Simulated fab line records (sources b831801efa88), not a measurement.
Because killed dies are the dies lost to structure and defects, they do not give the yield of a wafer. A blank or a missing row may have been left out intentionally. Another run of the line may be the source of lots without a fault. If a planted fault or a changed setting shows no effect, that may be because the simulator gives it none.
2 desks, one fault :: flow gf180mcu :: every desk sees just its own numbers, and what lay behind them comes last

== THE TOOL OWNER'S DESK: cvd_w-02 ==
The tool's own readings at GF_V2_CVD_23 (deposits W, target thk 350 nm, time 104.94 s): means of the sampled wafers that have a number, for each lot that ran on this tool. Marked OUT: a lot whose mean sits more than 4 standard deviations from the usual mean, which makes it out of limits; the brackets give that distance.
Columns: A = heater_power_outer_w at GF_V2_CVD_23, usual 497 W; B = heater_power_w at GF_V2_CVD_23, usual 782 W
lot: L259
first seen here: day 20 23:58
A: 500
B: 781

lot: L267
first seen here: day 23 06:41
A: 503
B: 788

lot: L268
first seen here: day 23 19:04
A: 508
B: 789

lot: L269
first seen here: day 24 13:02
A: 506
B: 782

lot: L270
first seen here: day 24 19:22
A: 489
B: 776

lot: L271
first seen here: day 24 22:39
A: 465
B: 762

lot: L278
first seen here: day 27 02:30
A: 489
B: 792

lot: L280
first seen here: day 27 15:53
A: 483
B: 778

lot: L281
first seen here: day 27 18:38
A: 500
B: 798

lot: L282
first seen here: day 28 02:23
A: 498
B: 792
Result from this desk: across the 10 lots, nothing is out of limits.

== FROM THE METROLOGY DESK ==
Means of the sampled wafers that have a number, per lot and without regard to the tool the lot ran on: this is what the gauges read. Marked OUT: a lot whose mean sits more than 4 standard deviations from the usual mean, which makes it out of limits; the brackets give that distance.
Columns: A = cd_nm at GF_M2_CD_MEAS_14, usual 279.8 nm; B = V2_W_RS at GF_V2_RS_MEAS_24, usual 0.326 ohm/sq
lot: L259
first seen here: day 19 20:16
A: 278.9
B: 0.324

lot: L262
first seen here: day 20 11:22
A: 278.8
B: 0.326

lot: L264
first seen here: day 21 14:32
A: 279.1
B: 0.330

lot: L266
first seen here: day 22 02:41
A: 281.0
B: 0.325

lot: L267
first seen here: day 22 06:05
A: 278.7
B: 0.328

lot: L268
first seen here: day 22 17:58
A: 279.6
B: 0.325

lot: L269
first seen here: day 23 12:00
A: 279.3
B: 0.574 (+75) OUT

lot: L270
first seen here: day 23 18:52
A: 279.5
B: 0.576 (+76) OUT

lot: L271
first seen here: day 23 21:40
A: 278.7
B: 0.573 (+75) OUT

lot: L278
first seen here: day 26 03:50
A: 278.9
B: 0.327

lot: L279
first seen here: day 26 12:25
A: 278.6
B: 0.329

lot: L280
first seen here: day 26 17:20
A: 281.3
B: 0.328

lot: L281
first seen here: day 26 20:14
A: 281.4
B: 0.326

lot: L282
first seen here: day 27 04:22
A: 280.6
B: 0.325
This desk reports L269, L270, L271 out of limits; the earliest was L269 at day 24 13:10 (V2_W_RS at GF_V2_RS_MEAS_24). In limits: L259, L262, L264, L266, L267, L268, L278, L279, L280, L281, L282.

== ALL TOGETHER ==
Metrology desk: alarm possible at day 24 13:10 on L269, L270, L271.
The tool owner's desk saw nothing out of limits.
Tool owner's desk: L269, L270, L271 on record, inside its limits.
The lots listed all ran GF_V2_CVD_23 on cvd_w-02.

== WHAT THE SIMULATOR PUT IN ==
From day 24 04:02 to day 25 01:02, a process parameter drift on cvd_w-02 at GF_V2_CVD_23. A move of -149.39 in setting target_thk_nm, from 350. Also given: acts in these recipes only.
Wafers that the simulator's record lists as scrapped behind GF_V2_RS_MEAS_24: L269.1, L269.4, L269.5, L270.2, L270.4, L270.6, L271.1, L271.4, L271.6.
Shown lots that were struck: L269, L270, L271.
Per desk, hours elapsed from the start of the fault to the first reading out of limits: for the metrology desk, 9.
